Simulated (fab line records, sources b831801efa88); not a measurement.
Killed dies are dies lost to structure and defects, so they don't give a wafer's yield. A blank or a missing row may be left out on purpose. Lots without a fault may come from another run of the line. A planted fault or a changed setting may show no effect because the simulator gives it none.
fab line records | flow gf180mcu
record lots=5 wafers=15 last_day=33
route steps=602 shown DNWELL@34 NWELL@42 LVPWELL@54 MVSD@66
lots that met no fault: from a run of the same line without faults
start_h: hours from the record's first day to the start of the lot's first wafer shown | wait_h: hours since the lot's step before | " the same as in the row above | L1.1+2: a row that stands for several wafers | - no value, or no start given | * or withheld: withheld | < > ~ a bound
route shown NAME@n: a module of which the file shows steps, and the number in the route of the first | usual: mean/standard deviation of fault-free wafers | same: alike in all rows | chamber/n: place in a boat | sites: the reading at each site | _std_site: their standard deviation | _edge_site: outer sites' mean less inner sites' | radius_mm: how far each site lies from the wafer's centre | mask NAME#n: copy n | behind: the tool/chamber that last shaped the wafer | hold: why the lot was held/for how many hours/how that ended | device: the transistor (n, p or np) that didn't switch | end of line: the same wafers' tests at the end of the route | a step without rows: its recipe alone | killed: dies lost to structure and defects at the first sort, not the wafer's yield | map: a wafer's dies, x killed, . not, _ none there
set.NAME: the setting as run; set.NAME@STEP: as run at that earlier step | model.NAME: the simulator's own value behind a step, which no gauge read
lots at some steps of the route; a table a step, a row a wafer
services: from which hour (start_h, from the record's first day; less than 0 if before it) a tool's chamber was out of use, for how many hours, and why
## steps
# step GF_DNWELL_COAT_02
# recipe spin_rpm=2000 resist_thk_nm=3000
# step GF_DNWELL_SOFTBAKE_03
# recipe temp_c=110 time_s=withheld
# step GF_DNWELL_EXPOSE_04
# recipe mask_id=DNWELL target_cd_nm=1700 na=0.6 source_shape=conventional sigma_outer=0.6 dose_mj=260
# step GF_DNWELL_PEB_05
# recipe temp_c=115 time_s=withheld
# step GF_DNWELL_DEVELOP_06
# recipe wall_angle_deg=90 develop_time_s=60 dev_temp_c=23
# step GF_DNWELL_IMPLANT_07
# recipe species=P energy_kev=1500 dose_cm2=1e+13 tilt_deg=0
# step GF_DNWELL_STRIP_08
# recipe chemistry=O2/N2 power_w=1400 pressure_mtorr=1500 platen_temp_c=250 o2_flow_sccm=3000 n2_flow_sccm=300 overash_fraction=0.5
# usual drypump_motor_current_A=5.62/0.27 heater_power_w=321/36 oes_product_au=0.722/0.0045 strip_time_to_endpoint_s=36.95/0.11
# columns lot.wafer tool chamber start_h wait_h drypump_motor_current_A heater_power_w oes_product_au rf_hours_counter_h strip_time_to_endpoint_s
L683.1 plasma_asher-03 1 63.07 0.1 5.99 385 0.714 46 37.01
L683.4 " 0 " " 5.58 354 0.719 - 36.93
L683.5 " 1 " " 5.99 374 0.729 - 36.97
L695.3 plasma_asher-02 1 130.65 0.1 5.66 311 0.718 - 36.77
L695.4 " 0 " " 5.45 300 0.729 - 36.88
L695.5 " 1 " " 5.68 307 0.723 - 36.88
L697.1 plasma_asher-04 0 137.64 0.1 5.86 290 0.727 48 36.78
L697.2 " 1 " " 5.19 288 0.714 48 36.82
L697.6 " 1 " " 5.20 281 0.720 - 36.84
L698.1 plasma_asher-04 1 143.64 0.1 5.15 284 0.714 48 36.93
L698.2 " 0 " " 5.85 283 0.721 48 36.93
L698.4 " 0 " " 5.87 283 0.717 - 36.91
L699.1 plasma_asher-02 1 150.64 0.1 5.66 311 0.724 3 37.01
L699.4 " 0 " " 5.45 310 0.728 - 36.88
L699.6 " 1 " " 5.67 314 0.724 - 37.05
# step GF_DNWELL_TW_MEAS_09
# usual DNWELL_TW=1360/18
# columns lot.wafer tool chamber start_h wait_h DNWELL_TW
L683.1 film_metro-04 - 63.17 0.1 1355
L683.4 " - " " 1367
L683.5 " - " " 1363
L695.3 film_metro-03 - 130.74 0.1 1387
L695.4 " - " " 1381
L695.5 " - " " 1384
L697.1 film_metro-03 - 137.74 0.1 1376
L697.2 " - " " 1370
L697.6 " - " " 1382
L698.1 film_metro-03 - 143.74 0.1 1381
L698.2 " - " " 1377
L698.4 " - " " 1382
L699.1 film_metro-04 - 150.74 0.1 1350
L699.4 " - " " 1349
L699.6 " - " " 1344
# step GF_NWELL_DEHYDRATE_00
# recipe temp_c=200 time_s=60
# step GF_NWELL_HMDS_01
# recipe prime_time_s=60 prime_temp_c=120
# step GF_NWELL_COAT_02
# recipe spin_rpm=2000 resist_thk_nm=3000
# step GF_NWELL_SOFTBAKE_03
# recipe temp_c=110 time_s=withheld
# step GF_NWELL_EXPOSE_04
# recipe mask_id=Nwell target_cd_nm=860 na=0.6 source_shape=conventional sigma_outer=0.6 dose_mj=260
# usual exposure_dose_mJ_cm2=260.03/0.26
# columns lot.wafer tool chamber start_h wait_h mask exposure_dose_mJ_cm2
L683.1 iline_stepper-01 0 69.74 - LVPWELL#0 259.72
L683.4 " 0 " " LVPWELL#0 259.96
L683.5 " 0 " " LVPWELL#0 259.95
L695.3 iline_stepper-02 0 138.65 - Nwell#0 259.99
L695.4 " 0 " " Nwell#0 260.15
L695.5 " 0 " " Nwell#0 260.07
L697.1 iline_stepper-02 0 145.67 - Nwell#0 260.05
L697.2 " 0 " " Nwell#0 259.93
L697.6 " 0 " " Nwell#0 260.37
L698.1 iline_stepper-01 0 151.26 - Nwell#0 260.11
L698.2 " 0 " " Nwell#0 259.75
L698.4 " 0 " " Nwell#0 259.81
L699.1 iline_stepper-01 0 158.99 - Nwell#0 260.07
L699.4 " 0 " " Nwell#0 260.04
L699.6 " 0 " " Nwell#0 259.88
# step GF_NWELL_PEB_05
# recipe temp_c=115 time_s=withheld
# step GF_NWELL_DEVELOP_06
# recipe wall_angle_deg=90 develop_time_s=60 dev_temp_c=23
# step GF_NWELL_OVL_MEAS_07
# usual NWELL_OVL=0.5/1.4
# columns lot.wafer tool chamber start_h wait_h NWELL_OVL[nm]
L683.1 overlay-01 - 76.05 - -
L683.4 " - " " -
L683.5 " - " " -
L695.3 overlay-02 - 145.80 - -1.2
L695.4 " - " " -1.7
L695.5 " - " " -0.2
L697.1 overlay-01 - 153.10 - 1.5
L697.2 " - " " 2.7
L697.6 " - " " 1.7
L698.1 overlay-01 - 159.34 - -1.5
L698.2 " - " " -1.5
L698.4 " - " " -1.8
L699.1 overlay-01 - 166.84 - 0.3
L699.4 " - " " 1.1
L699.6 " - " " 1.7
# step GF_NWELL_IMPLANT_08
# recipe species=P energy_kev=450 dose_cm2=1.5e+13 tilt_deg=0
# step GF_NWELL_IMPLANT_09
# recipe species=P energy_kev=160 dose_cm2=4e+12 tilt_deg=0
# step GF_NWELL_STRIP_10
# recipe chemistry=O2/N2 power_w=1400 pressure_mtorr=1500 platen_temp_c=250 o2_flow_sccm=3000 n2_flow_sccm=300 overash_fraction=0.5
# usual drypump_motor_current_A=5.7/0.5 heater_power_w=330/24 oes_product_au=0.723/0.0046 strip_time_to_endpoint_s=36.96/0.12
# columns lot.wafer tool chamber start_h wait_h drypump_motor_current_A heater_power_w oes_product_au rf_hours_counter_h strip_time_to_endpoint_s
L683.1 plasma_asher-01 1 76.38 0.1 5.1 322 0.724 28 36.70
L683.4 " 1 " " 5.1 329 0.716 - 36.84
L683.5 " 0 " " 6.7 320 0.722 - 36.82
L695.3 plasma_asher-02 1 146.16 0.1 5.7 319 0.715 - 36.99
L695.4 " 0 " " 5.4 301 0.717 - 36.91
L695.5 " 0 " " 5.4 303 0.729 - 36.93
L697.1 plasma_asher-02 0 153.43 0.1 5.4 299 0.719 4 37.06
L697.2 " 1 " " 5.7 311 0.718 4 37.02
L697.6 " 0 " " 5.5 302 0.726 - 36.97
L698.1 plasma_asher-01 0 159.67 0.1 6.6 322 0.729 37 36.94
L698.2 " 1 " " 5.1 328 0.720 37 36.87
L698.4 " 1 " " 5.1 329 0.727 - 36.97
L699.1 plasma_asher-03 1 167.18 0.1 6.0 386 0.715 58 37.00
L699.4 " 1 " " 6.0 380 0.726 - 36.91
L699.6 " 1 " " 6.0 378 0.725 - 36.96
# step GF_NWELL_TW_MEAS_11
# usual NWELL_TW=1566/13
# columns lot.wafer tool chamber start_h wait_h NWELL_TW
L683.1 film_metro-02 - 76.48 0.1 30
L683.4 " - " " 30
L683.5 " - " " 30
L695.3 film_metro-02 - 146.24 0.1 1549
L695.4 " - " " 1556
L695.5 " - " " 1552
L697.1 film_metro-04 - 153.53 0.1 1577
L697.2 " - " " 1569
L697.6 " - " " 1571
L698.1 film_metro-04 - 159.77 0.1 1576
L698.2 " - " " 1580
L698.4 " - " " 1580
L699.1 film_metro-01 - 167.28 0.1 1564
L699.4 " - " " 1559
L699.6 " - " " 1560
# step GF_LVPWELL_DEHYDRATE_00
# recipe temp_c=200 time_s=60
# step GF_LVPWELL_HMDS_01
# recipe prime_time_s=60 prime_temp_c=120
# step GF_LVPWELL_COAT_02
# recipe spin_rpm=2000 resist_thk_nm=3000
# step GF_LVPWELL_SOFTBAKE_03
# recipe temp_c=110 time_s=withheld
# step GF_LVPWELL_EXPOSE_04
# recipe mask_id=LVPWELL target_cd_nm=600 na=0.6 source_shape=conventional sigma_outer=0.6 dose_mj=260
# step GF_LVPWELL_PEB_05
# recipe temp_c=115 time_s=withheld
# step GF_LVPWELL_DEVELOP_06
# recipe wall_angle_deg=90 develop_time_s=60 dev_temp_c=23
# step GF_LVPWELL_OVL_MEAS_07
# usual LVPWELL_OVL=-0.7/1.5
# columns lot.wafer tool chamber start_h wait_h LVPWELL_OVL[nm]
L683.1 overlay-01 - 89.70 - -1.6
L683.4 " - " " -1.3
L683.5 " - " " -0.7
L695.3 overlay-01 - 161.95 - 0.5
L695.4 " - " " 1.0
L695.5 " - " " 2.0
L697.1 overlay-01 - 168.94 - -1.0
L697.2 " - " " -1.8
L697.6 " - " " -1.3
L698.1 overlay-01 - 175.35 - 1.8
L698.2 " - " " 1.3
L698.4 " - " " 0.7
L699.1 overlay-02 - 182.57 - -1.5
L699.4 " - " " -2.1
L699.6 " - " " 0.4
# step GF_LVPWELL_IMPLANT_08
# recipe species=B energy_kev=170 dose_cm2=1.5e+13 tilt_deg=0
# step GF_LVPWELL_IMPLANT_09
# recipe species=B energy_kev=60 dose_cm2=5e+12 tilt_deg=0
# step GF_LVPWELL_STRIP_10
# recipe chemistry=O2/N2 power_w=1400 pressure_mtorr=1500 platen_temp_c=250 o2_flow_sccm=3000 n2_flow_sccm=300 overash_fraction=0.5
# usual drypump_motor_current_A=5.6/0.5 heater_power_w=305/20 oes_product_au=0.722/0.0043 strip_time_to_endpoint_s=36.95/0.098
# columns lot.wafer tool chamber start_h wait_h drypump_motor_current_A heater_power_w oes_product_au rf_hours_counter_h strip_time_to_endpoint_s
L683.1 plasma_asher-01 0 90.03 0.1 6.6 325 0.723 30 36.86
L683.4 " 0 " " 6.6 324 0.726 - 36.86
L683.5 " 0 " " 6.6 330 0.714 - 36.89
L695.3 plasma_asher-02 0 162.31 0.1 5.4 301 0.719 - 36.80
L695.4 " 1 " " 5.7 324 0.729 - 36.78
L695.5 " 0 " " 5.4 299 0.729 - 36.88
L697.1 plasma_asher-02 0 169.27 0.1 5.4 296 0.724 5 36.88
L697.2 " 1 " " 5.7 317 0.717 5 36.96
L697.6 " 0 " " 5.4 312 0.722 - 36.91
L698.1 plasma_asher-04 1 175.68 0.1 5.2 290 0.717 51 36.93
L698.2 " 0 " " 5.9 291 0.725 51 36.94
L698.4 " 1 " " 5.2 280 0.722 - 36.84
L699.1 plasma_asher-02 0 182.90 0.1 5.4 303 0.727 7 36.94
L699.4 " 1 " " 5.7 303 0.723 - 36.97
L699.6 " 0 " " 5.4 303 0.719 - 36.98
# step GF_LVPWELL_TW_MEAS_11
# usual LVPWELL_TW=555/4.1
# columns lot.wafer tool chamber start_h wait_h LVPWELL_TW
L683.1 film_metro-01 - 90.13 0.1 1566
L683.4 " - " " 1566
L683.5 " - " " 1559
L695.3 film_metro-02 - 162.39 0.1 558
L695.4 " - " " 556
L695.5 " - " " 557
L697.1 film_metro-04 - 169.37 0.1 559
L697.2 " - " " 557
L697.6 " - " " 558
L698.1 film_metro-01 - 175.78 0.1 550
L698.2 " - " " 549
L698.4 " - " " 553
L699.1 film_metro-02 - 183.00 0.1 557
L699.4 " - " " 555
L699.6 " - " " 555
# step GF_MVSD_DEHYDRATE_00
# recipe temp_c=200 time_s=60
## services
# columns tool chamber start_h hours kind
iline_stepper-01 - 49.70 1.7 pm
plasma_asher-04 - 73.68 6.5 pm
plasma_asher-01 - 90.18 2.4 repair
plasma_asher-04 - 102.33 3.5 repair
plasma_asher-02 - 108.75 9.0 pm
plasma_asher-02 0 108.75 9.0 vent_cycle
plasma_asher-02 1 108.75 9.0 vent_cycle
plasma_asher-02 - 112.58 3.6 repair
plasma_asher-02 0 117.75 - clean
plasma_asher-02 1 117.75 - clean
## key
first_sign step=GF_NWELL_EXPOSE_04 reading=mask direction=changed
effect step=GF_NWELL_OVL_MEAS_07 reading=NWELL_OVL direction=missing
effect step=GF_NWELL_TW_MEAS_11 reading=NWELL_TW direction=down sigmas=99+ usual=1566 struck=30
effect step=GF_LVPWELL_TW_MEAS_11 reading=LVPWELL_TW direction=up sigmas=99+ usual=555 struck=1564
met_at GF_NWELL_EXPOSE_04
struck_wafers L683.1,L683.4,L683.5
sort_left_out L683.1,L683.4,L683.5
tester_left_out L683
fault kind=wrong_mask tool=any chamber=- onset_h=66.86 steps=GF_NWELL_EXPOSE_04 aux_copy=LVPWELL#0 scope=struck_lots_only
# tester_left_out: of these lots the tester's yield and bins aren't shown, on N5 and GAA mostly nor the transistor test; their killed dies are dies lost to structure and defects alone, not to doping, threshold or leakage, so they don't give the yield
# sort_left_out: the simulated sort isn't trusted on such a fault, so these wafers' sort isn't shown, and their yield isn't known
